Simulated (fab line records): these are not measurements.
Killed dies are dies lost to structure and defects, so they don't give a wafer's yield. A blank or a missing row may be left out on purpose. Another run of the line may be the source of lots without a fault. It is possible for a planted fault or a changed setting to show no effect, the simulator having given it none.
Code-filled problem report in 8D (eight disciplines) form | flow gf180mcu | the parts of the form that need people (team, actions taken, sign-off) are left out

1. THE ISSUE
Across 6 wafers from 2 lots, HV_LDD_CVD_56_THK at GF_HV_LDD_THK_MEAS_57 averages 83.2 nm, while fault-free wafers read 89.8 nm with a standard deviation of 0.99. Measured from the usual mean, that is -6.7 standard deviations.
The first sign was on wafer L146.3 at day 15 12:01, on film metro-03. Wafers with a number at this step in the record: 39, from 13 lots. Rule for "out" (also "out of limits"): further than 4 standard deviations from the usual mean. The other wafers with a number count as sound.

2. WHAT IT IS, WHAT IT ISN'T
question                    | is                           | is not
which readings at this step | HV_LDD_CVD_56_THK            | -
which lots                  | L146, L148                   | L137, L138, L142, L143, L144, L145, L153, L155, L156, L157, L160
which wafers of those lots  | all that have a number       | -
read on which gauges        | film metro-01, film metro-03 | film metro-02
when                        | from day 15 12:01            | up to then (18 sound wafers); but 15 sound wafers of L153, L155, L156, L157, L160 came after

3. SUSPECTS, AND WHAT RULES EACH OUT
Counting: a tool at a process step up to the reading stays a suspect if it ran every lot that is out and no sound lot after the first of them.
- ruled out: the gauge at GF_HV_LDD_THK_MEAS_57. 2 gauges (film metro-01, film metro-03) read the wafers that are out.
- lpcvd-01 at GF_HV_LDD_CVD_56 (deposits Si3N4 from DCS/NH3, target thk 90 nm, time 1543 s): ruled out as a lasting fault. The sound lots L156, L157, L160 went through it after L146, its earliest lot that is out (day 15 10:34).
Left after counting: nothing in the record.

4. THE CAUSE (what the simulator had put in)
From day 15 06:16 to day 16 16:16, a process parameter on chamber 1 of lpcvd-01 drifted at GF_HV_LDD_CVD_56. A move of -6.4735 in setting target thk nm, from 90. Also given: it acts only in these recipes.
It was ruled out by counting, in error; the rule expects a fault to strike all lots run on its tool from its start on, and this fault did not.

5. THE CHAIN OF EFFECTS, in route order
One row per reading whose mean, taken over the struck wafers that have a number, lies over 3 standard deviations from the usual. Only readings for which the record gives a usual standard deviation are gone through. hours: the time from each lot's start at the first step in this table that gives one to its start at this step, as a median over the lots. sigmas: the change in usual standard deviations.
hours | step                  | reading           | usual      | on struck wafers | change | sigmas
0     | GF_HV_LDD_THK_MEAS_57 | HV_LDD_CVD_56_THK | 89.8 nm    | 83.2             | -6.6   | -6.7
0     | GF_HV_LDD_ETCHBACK_58 | oes product au    | 0.842 a.u. | 0.809            | -0.033 | -4.9
It contains these process steps:
- GF_HV_LDD_ETCHBACK_58: etches Si3N4 in CH3F/O2, stops on SiO2, time 100 s, target depth 90 nm.
At these later measuring or inspecting steps, every struck wafer for which the step has a row has a number for every such reading, and none has moved that far: GF_M3_OVL_MEAS_15.

6. WHAT WOULD HAVE CAUGHT IT SOONER
The first out-of-limits reading at a measuring or inspecting step in this record came at day 15 12:01, 6 hours after the fault's start at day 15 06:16.
